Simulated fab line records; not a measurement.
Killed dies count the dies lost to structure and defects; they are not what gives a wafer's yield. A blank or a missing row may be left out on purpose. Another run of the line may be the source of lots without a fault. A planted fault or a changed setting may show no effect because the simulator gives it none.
Code-filled problem report in 8D (eight disciplines) form -- flow gf180mcu -- the parts of the form that need people (team, actions taken, sign-off) are left out

## 1. WHAT WENT WRONG
Mean of prime temp c at GF_V5_HMDS_07: 125.14 C across 6 wafers in 2 lots; on wafers with no fault it is 120.01 C (standard deviation 0.14). That puts it +37 standard deviations away from the usual mean.
The step: prime time 60 s.
The first sign was on wafer L128.3 at day 29 08:28, on litho track-01. At this step, 42 wafers from 14 lots have a number in the record. Rule for "out" (also "out of limits"): further than 4 standard deviations from the usual mean. The other wafers with a number count as sound.

## 2. WHAT IT IS, WHAT IT ISN'T
question,is,is not
which readings at this step,prime temp c,-
which lots,"L128, L131","L120, L123, L124, L125, L126, L127, L130, L137, L139, L141, L142, L143"
which wafers of those lots,all that have a number,-
read on which tools,litho track-01,"litho track-03, litho track-04"
when,from day 29 08:28,"up to then (18 sound wafers); but 18 sound wafers of L130, L137, L139, L141, L142, L143 came after"

## 3. THE SUSPECTS, EACH WITH WHAT RULES IT OUT
Counting: a tool at a process step up to the reading stays a suspect if it ran every lot that is out and no sound lot after the first of them.
- litho track-01 at GF_V5_HMDS_07 (prime time 60 s): ruled out as a lasting fault. After its first lot that is out, L128 (day 29 08:28), sound lots L142 ran on it.
Left after counting: nothing in the record.

## 4. THE CAUSE (what the simulator had put in)
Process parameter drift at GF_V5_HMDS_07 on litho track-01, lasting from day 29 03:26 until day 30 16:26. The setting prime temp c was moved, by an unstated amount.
Counting ruled it out, wrongly.

## 5. THE CHAIN OF EFFECTS, in route order
Each row: a reading where the mean over the struck wafers with a number is more than 3 standard deviations away from the usual. Only readings whose record carries a usual standard deviation are examined. hours: median over the lots of the time between each lot's start at the first step of this table that gives one and its start at this step. sigmas: the change, counted in usual standard deviations.
hours,step,reading,usual,on struck wafers,change,sigmas
0,GF_V5_HMDS_07,prime temp c,120.01 C,125.14,+5.13,+37
It contains these process steps:
- GF_V5_HMDS_07: prime time 60 s.

## 6. WHAT WOULD HAVE CAUGHT IT SOONER
5 hours passed between the start of the fault at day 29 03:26 and the first reading out of limits in this record, taken at day 29 08:28.
